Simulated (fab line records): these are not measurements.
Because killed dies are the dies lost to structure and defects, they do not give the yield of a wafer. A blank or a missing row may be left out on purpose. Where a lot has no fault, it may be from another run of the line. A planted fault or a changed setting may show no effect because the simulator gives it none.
Chamber matching -- flow sky130 -- rieDiel-04 running SKY_VIA4_ETCH_12: 4 sister chambers
The step etches SiO2 in C4F8/O2/Ar, stops on TiN, target depth 580 nm. 4 wafers are shown with their chamber, then 12 later ones without.

## WAFERS, EACH WITH ITS CHAMBER
wafer,chamber,oesProductAu (a.u.)
L082.6,2,0.929
L085.1,3,0.922
L085.5,1,0.919
L085.6,0,0.936

## WAFERS WITH NO CHAMBER GIVEN
wafer,oesProductAu (a.u.)
L086.1,0.921
L086.4,0.924
L086.5,0.921
L087.2,0.922
L087.3,0.922
L087.6,0.930
L092.2,0.923
L092.4,0.929
L092.6,0.914
L093.1,0.927
L093.2,0.927
L093.6,0.931

## CHAMBER TAKEN BY EACH
wafer,from the rows above,in truth
L086.1,can't be placed: 3 or 1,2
L086.4,can't be placed: 3 or 1 or 2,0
L086.5,can't be placed: 3 or 1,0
L087.2,can't be placed: 3 or 1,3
L087.3,can't be placed: 3 or 1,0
L087.6,2,2
L092.2,can't be placed: 3 or 1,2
L092.4,2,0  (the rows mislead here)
L092.6,can't be placed: 1 or 3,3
L093.1,can't be placed: 2 or 3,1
L093.2,can't be placed: 2 or 3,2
L093.6,can't be placed: 2 or 0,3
1 of 12 placed correctly. Can't be placed from these rows: 10 (the true chamber is among the candidates in 3). 1 placed wrongly.
How it was worked out, from the rows above alone: a wafer's distance from a chamber is the root of the sum, over the readings, of the square of ((its reading less the chamber's mean) divided by the reading's scatter). If the next closest chamber is less than 2 further off than the closest, the wafer can't be placed; otherwise it belongs to the closest. Each chamber's mean is taken over the wafers shown for it. The scatter (one wafer shown for each chamber): square how far every hidden wafer sits from the nearest shown wafer, average those squares and take the square root.
